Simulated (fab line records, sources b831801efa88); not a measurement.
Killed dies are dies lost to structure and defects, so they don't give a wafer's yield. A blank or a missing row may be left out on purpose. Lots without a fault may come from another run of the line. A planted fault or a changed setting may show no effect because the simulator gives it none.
Which tool did it? | flow sky130 | 11 lots, 33 wafers sampled, at 5 steps of a route of 708

WHAT THE GAUGES READ, wafer by wafer
SKY_NWELL_OVL_MEAS_10. Usual: NWELL_00_OVL -0.5 nm, standard deviation 1.3.
lot  | measured     | on         | NWELL_00_OVL (nm) | flag
L643 | day 5 05:28  | overlay-01 | -1.5 -2.9 -2.6    |
L645 | day 5 22:20  | overlay-02 | 0.5 -2.3 -1.0     |
L647 | day 6 10:35  | overlay-02 | 2.7 1.1 -1.8      |
L646 | day 6 11:28  | overlay-02 | 0.1 1.0 -0.7      |
L648 | day 6 20:14  | overlay-01 | 0.8 -0.6 0.3      |
L649 | day 6 22:35  | overlay-02 | -0.2 -0.4 -1.4    |
L651 | day 7 07:40  | overlay-01 | -1.0 0.0 -0.9     |
L652 | day 7 12:22  | overlay-02 | 0.5 1.4 0.9       |
L653 | day 7 17:47  | overlay-02 | -0.3 -1.2 -0.7    |
L658 | day 9 08:16  | overlay-01 | 1.3 1.2 1.2       |
L663 | day 10 05:43 | overlay-01 | -2.7 0.3 -2.0     |

SKY_CONTACT_THK_MEAS_03. Usual: CONTACT_HDPCVD_THK 567 nm, standard deviation 5.7.
lot  | measured     | on            | CONTACT_HDPCVD_THK (nm) | flag
L643 | day 31 10:35 | film_metro-01 | 567 567 564             |
L645 | day 32 09:34 | film_metro-02 | 570 576 576             |
L647 | day 33 05:41 | film_metro-03 | 564 562 558             |
L646 | day 33 09:29 | film_metro-02 | 557 559 568             |
L648 | day 33 14:22 | film_metro-01 | 563 567 564             |
L649 | day 33 21:05 | film_metro-02 | 567 566 564             |
L651 | day 34 03:40 | film_metro-01 | 568 568 566             |
L652 | day 34 16:13 | film_metro-03 | 569 570 562             |
L653 | day 34 21:27 | film_metro-01 | 556 560 568             |
L658 | day 36 22:23 | film_metro-01 | 576 575 452             | OFF
L663 | day 37 17:31 | film_metro-02 | 444 564 569             | OFF

WHICH TOOL RAN EACH LOT (tool, then ch and the chambers of the sampled wafers, then the start)
lot  | SKY_LI_CONTACT_STRIP_16              | SKY_LI_CONTACT_SPUTTER_19    | SKY_CONTACT_HDPCVD_02
L643 | plasma_asher-03 ch 0,1, day 30 05:17 | pvd_sputter-01, day 30 05:35 | hdpcvd-01 ch 0,1,2, day 31 10:31
L645 | plasma_asher-03 ch 0,1, day 31 04:07 | pvd_sputter-02, day 31 04:25 | hdpcvd-01 ch 0,1,2, day 32 09:29
L647 | plasma_asher-02 ch 0,1, day 32 00:23 | pvd_sputter-02, day 32 00:39 | hdpcvd-02 ch 0,1,2, day 33 05:37
L646 | plasma_asher-02 ch 0,1, day 32 04:18 | pvd_sputter-02, day 32 04:35 | hdpcvd-02 ch 1,2, day 33 09:25
L648 | plasma_asher-03 ch 0,1, day 32 09:06 | pvd_sputter-01, day 32 09:24 | hdpcvd-02 ch 0,1, day 33 14:17
L649 | plasma_asher-01 ch 0,1, day 32 15:22 | pvd_sputter-03, day 32 15:38 | hdpcvd-01 ch 0,1, day 33 20:59
L651 | plasma_asher-03 ch 1, day 32 22:54   | pvd_sputter-02, day 32 23:13 | hdpcvd-01 ch 1, day 34 03:34
L652 | plasma_asher-02 ch 0,1, day 33 11:20 | pvd_sputter-01, day 33 11:38 | hdpcvd-02 ch 0,2, day 34 16:09
L653 | plasma_asher-03 ch 0,1, day 33 16:17 | pvd_sputter-01, day 33 16:36 | hdpcvd-02 ch 0,1, day 34 21:22
L658 | plasma_asher-01 ch 0,1, day 35 18:47 | pvd_sputter-01, day 35 19:03 | hdpcvd-01 ch 0,2, day 36 22:18
L663 | plasma_asher-02 ch 0,1, day 36 13:03 | pvd_sputter-03, day 36 13:20 | hdpcvd-01 ch 1,2, day 37 17:27
- SKY_LI_CONTACT_STRIP_16: strips in O2/N2.
- SKY_LI_CONTACT_SPUTTER_19: material Ti, target thk 20 nm, time 106.37 s.
- SKY_CONTACT_HDPCVD_02: deposits SiO2, target thk 565 nm, time 94.2 s.

WHAT THE TOOLS THEMSELVES READ (means of the sampled wafers that have a number; where no wafer has one, the mark that the record gives instead)
SKY_LI_CONTACT_STRIP_16. Usual: drypump_motor_current_A 5.5 A, standard deviation 0.33; oes_product_au 0.377 a.u., standard deviation 0.0046; strip_time_to_endpoint_s 3.51 s, standard deviation 0.032.
lot  | tool            | drypump_motor_current_A (A) | oes_product_au (a.u.) | strip_time_to_endpoint_s (s) | flag
L643 | plasma_asher-03 | 5.6                         | 0.373                 | 3.52                         |
L645 | plasma_asher-03 | 5.6                         | 0.380                 | 3.52                         |
L647 | plasma_asher-02 | 5.4                         | 0.379                 | 3.50                         |
L646 | plasma_asher-02 | 5.4                         | 0.376                 | 3.50                         |
L648 | plasma_asher-03 | 5.6                         | 0.377                 | 3.54                         |
L649 | plasma_asher-01 | 5.6                         | 0.381                 | 3.52                         |
L651 | plasma_asher-03 | 5.6                         | 0.377                 | 3.50                         |
L652 | plasma_asher-02 | 5.4                         | 0.378                 | 3.48                         |
L653 | plasma_asher-03 | 5.6                         | 0.375                 | 3.52                         |
L658 | plasma_asher-01 | 5.6                         | 0.373                 | 3.50                         |
L663 | plasma_asher-02 | 5.1                         | 0.376                 | 3.50                         |

SKY_LI_CONTACT_SPUTTER_19. Usual: cathode_dc_power_W 2500.0 W, standard deviation 0.47; throttle_valve_pct 30.4 %, standard deviation 1.1.
lot  | tool           | cathode_dc_power_W (W) | throttle_valve_pct (%) | flag
L643 | pvd_sputter-01 | 2500.2                 | 30.6                   |
L645 | pvd_sputter-02 | 2500.0                 | 30.0                   |
L647 | pvd_sputter-02 | 2499.6                 | 29.5                   |
L646 | pvd_sputter-02 | 2500.2                 | 30.1                   |
L648 | pvd_sputter-01 | 2499.6                 | 29.8                   |
L649 | pvd_sputter-03 | 2499.8                 | 30.7                   |
L651 | pvd_sputter-02 | 2500.1                 | 30.3                   |
L652 | pvd_sputter-01 | 2499.9                 | 31.3                   |
L653 | pvd_sputter-01 | 2499.8                 | 31.9                   |
L658 | pvd_sputter-01 | 2500.4                 | 30.4                   |
L663 | pvd_sputter-03 | 2499.9                 | 30.9                   |

SKY_CONTACT_HDPCVD_02. Usual: run_length_s 122.1 s, standard deviation 0.52; susceptor_temp_C 599.98 C, standard deviation 0.29.
lot  | tool      | run_length_s (s) | susceptor_temp_C (C) | flag
L643 | hdpcvd-01 | 122.5            | 599.75               |
L645 | hdpcvd-01 | 122.5            | 600.22               |
L647 | hdpcvd-02 | 121.7            | 600.40               |
L646 | hdpcvd-02 | 122.0            | 599.60               |
L648 | hdpcvd-02 | 121.9            | 599.79               |
L649 | hdpcvd-01 | 122.3            | 599.95               |
L651 | hdpcvd-01 | 122.3            | 600.19               |
L652 | hdpcvd-02 | 121.7            | 599.86               |
L653 | hdpcvd-02 | 121.5            | 600.35               |
L658 | hdpcvd-01 | 115.5            | 599.42               | OFF
L663 | hdpcvd-01 | 115.3            | 599.88               | OFF

THE ANSWER, worked out from the rows above alone
Rule: a lot is off if the mean of its wafers that have a number lies more than 3 standard deviations from the usual mean. A lot without any number at a reading at which 4 lots or more have one is off too. The other lots that the step has rows for count as sound. The gauges are gone through in route order, then the tools' own readings, and for those a lot's mean is taken as printed above. The first step at which some lot is off is used, and at that step the reading that is off furthest; a lot without a number counts as furthest.
Off: L658, L663, at SKY_CONTACT_THK_MEAS_03 (CONTACT_HDPCVD_THK).
A tool fits if, at a process step before that reading, it ran every lot that is off, and no sound lot after the first of them. The gauges at SKY_CONTACT_THK_MEAS_03 aren't tried: what is off there is off at SKY_CONTACT_HDPCVD_02 too, on other tools, and a gauge's error can't cause that. One fits: hdpcvd-01 at SKY_CONTACT_HDPCVD_02. Its last sound lot is L651 (day 34 03:34), its first lot that is off L658 (day 36 22:18): a fault that began between those two fits.
The tool's own readings at SKY_CONTACT_HDPCVD_02 bear it out: on the lots that are off they differ by more than 5 times the standard deviation of the sound lots' means. run_length_s reads 115.4 s there against 122.0 s on the sound lots.

WHAT THE SIMULATOR HAD PUT IN
Process parameter drift: hdpcvd-01, from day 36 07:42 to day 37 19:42, at SKY_CONTACT_HDPCVD_02. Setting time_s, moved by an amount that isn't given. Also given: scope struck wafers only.
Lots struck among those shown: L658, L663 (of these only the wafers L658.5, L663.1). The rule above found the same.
